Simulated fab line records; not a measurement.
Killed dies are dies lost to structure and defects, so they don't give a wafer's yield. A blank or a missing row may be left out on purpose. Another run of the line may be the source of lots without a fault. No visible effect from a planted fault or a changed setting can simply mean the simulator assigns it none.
A struck lot beside a sound one :: flow gf180mcu :: 15 steps out of a route of 602
Sound: the wafers L441.4, L441.5, L441.6. Wafers L444.3, L444.4, L444.6 were the ones struck. At the end, the cause is stated.
Each step with rows lists, per side, the tool, then ch with its chambers, then its first start. Under that, the readings that differ: sound wafers :: struck wafers :: difference of the means :: sigmas: that difference in standard deviations of wafers without a fault.
alike: readings with means less than 2 such deviations apart, plus words and numbers identical on both sides. not compared: withheld readings, readings lacking a value on some wafer, bounds such as >300 that could conceal the same value, and numbers that have no deviation in the record and whose values overlap.
Wherever a step has rows on one side only, a row that says differs or no value, or a row with sigmas, the two part there. When numbers do not overlap yet have no deviation, they are printed without sigmas and do not part them. A reading that every wafer of one side lacks parts them only if that side has two wafers or more.

first, 6 steps without rows for these wafers: GF_M1_HMDS_08 (prime time 60 s); GF_M1_COAT_09 (resist thk 1000 nm); GF_M1_SOFTBAKE_10 (time 60 s); GF_M1_EXPOSE_11 (exposes mask Metal1, target cd 230 nm); GF_M1_PEB_12 (peb time 90 s); GF_M1_DEVELOP_13 (develop time 60 s).
GF_M1_CD_MEAS_14: target cd 230 nm.
  sound on cd_sem-01 at day 17 08:33; struck on cd_sem-02 at day 18 14:02
  alike: cd_nm
GF_M1_OVL_MEAS_15:
  sound on overlay-01 at day 17 08:38; struck on overlay-02 at day 18 14:08
  alike: M1_OVL
GF_M1_METAL_ETCH_16: etches the open film in Cl2/BCl3, stops on SiO2, target depth 750.8 nm, time 125.1 s.
  sound on rie_metal-03 ch 0,1, day 17 08:41; struck on rie_metal-02 ch 0,1, day 18 14:12
  alike: drypump_motor_current_A, he_backside_leak_sccm, mfc_cl2_sccm, oes_product_au, throttle_valve_pct
  not compared: rf_hours_counter_h
GF_M1_STRIP_17: strips in O2/N2.
  sound on plasma_asher-01 ch 0,1, day 17 08:49; struck on plasma_asher-04 ch 0,1, day 18 14:19
  alike: drypump_motor_current_A, heater_power_w, oes_product_au, strip_time_to_endpoint_s
  not compared: rf_hours_counter_h
then, 2 steps without rows for these wafers: GF_M1_STRIP_18 (strips in post etch residue remover, time 1200 s); GF_M1_CLEAN_19 (cleans in DIW).
GF_V1_CVD_00: deposits SiO2, target thk 600 nm, time 100 s.
  sound on hdpcvd-02 ch 0,1,2, day 17 09:20; struck on hdpcvd-01 ch 0,1,2, day 18 15:04
  alike: pressure_mtorr, sih4_flow_sccm
GF_V1_THK_MEAS_01:
  sound on film_metro-03 at day 17 09:25; struck on film_metro-01 at day 18 15:31
reading: V1_CVD_00_THK (nm)
sound: 599 596 599
struck: 1218 1185 1195
difference: +601
sigmas: +74
GF_PASSIVATION_PROBE_99:
  the record holds rows for the sound wafers here (prober-02, day 29 05:46) but none for the struck ones

WHERE THEY PART
Earliest at GF_V1_THK_MEAS_01; latest, in this record, at GF_PASSIVATION_PROBE_99.

WHY: what the simulator had put in
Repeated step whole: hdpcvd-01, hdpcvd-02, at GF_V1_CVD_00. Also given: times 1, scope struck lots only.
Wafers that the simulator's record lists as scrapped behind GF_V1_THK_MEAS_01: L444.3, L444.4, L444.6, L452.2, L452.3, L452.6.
